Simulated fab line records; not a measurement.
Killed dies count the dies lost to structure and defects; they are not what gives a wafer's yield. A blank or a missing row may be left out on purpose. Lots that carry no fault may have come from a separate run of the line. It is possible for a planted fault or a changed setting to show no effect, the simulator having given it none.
Which tool was responsible? -- flow sky130 -- Sampling: 6 lots, 18 wafers, 2 of 708 route steps

== WHAT EACH GAUGE READ, for each wafer ==
SKY_LDD_P_TW_MEAS_11.
lot,measured,on,LDD_P_TW
L457,day 20 01:41,film metro-01,637 637 642
L459,day 20 15:20,film metro-03,635 642 638
L464,day 22 17:24,film metro-01,640 640 637
L467,day 23 14:01,film metro-01,632 634 636
L469,day 24 15:12,film metro-01,635 636 631
L478,day 27 07:19,film metro-02,627 630 628

== WHICH TOOL RAN EACH LOT (tool, then ch and the chambers of the sampled wafers, then the start) ==
lot,SKY_LDD_P_IMPLANT_09
L457,"implanter-01 ch 0, day 20 01:28"
L459,"implanter-02 ch 0, day 20 15:07"
L464,"implanter-01 ch 0, day 22 17:09"
L467,"implanter-04 ch 0, day 23 13:47"
L469,"implanter-01 ch 0, day 24 14:57"
L478,"implanter-02 ch 0, day 27 07:04"
- SKY_LDD_P_IMPLANT_09

== THE ANSWER, worked out from the rows above alone ==
Rule: what is usual is taken from the lots themselves. The widest of any qualifying gaps counts: lots, ordered by their means at a reading, are off when they make up no more than a third of the lots, leave a main group of 4 or more, and stand apart from it by 3 or more times the standard deviation of that group's means. The tables above print the reading to a certain number of digits; a main group whose means all agree to those digits is not used. A lot without any number at a reading at which 4 lots or more have one is off too. Where the step has rows for the other lots, those lots are counted as sound.
Across all readings shown, no lot is off: no conclusion can be drawn from this.

== WHAT WAS PUT IN BY THE SIMULATOR ==
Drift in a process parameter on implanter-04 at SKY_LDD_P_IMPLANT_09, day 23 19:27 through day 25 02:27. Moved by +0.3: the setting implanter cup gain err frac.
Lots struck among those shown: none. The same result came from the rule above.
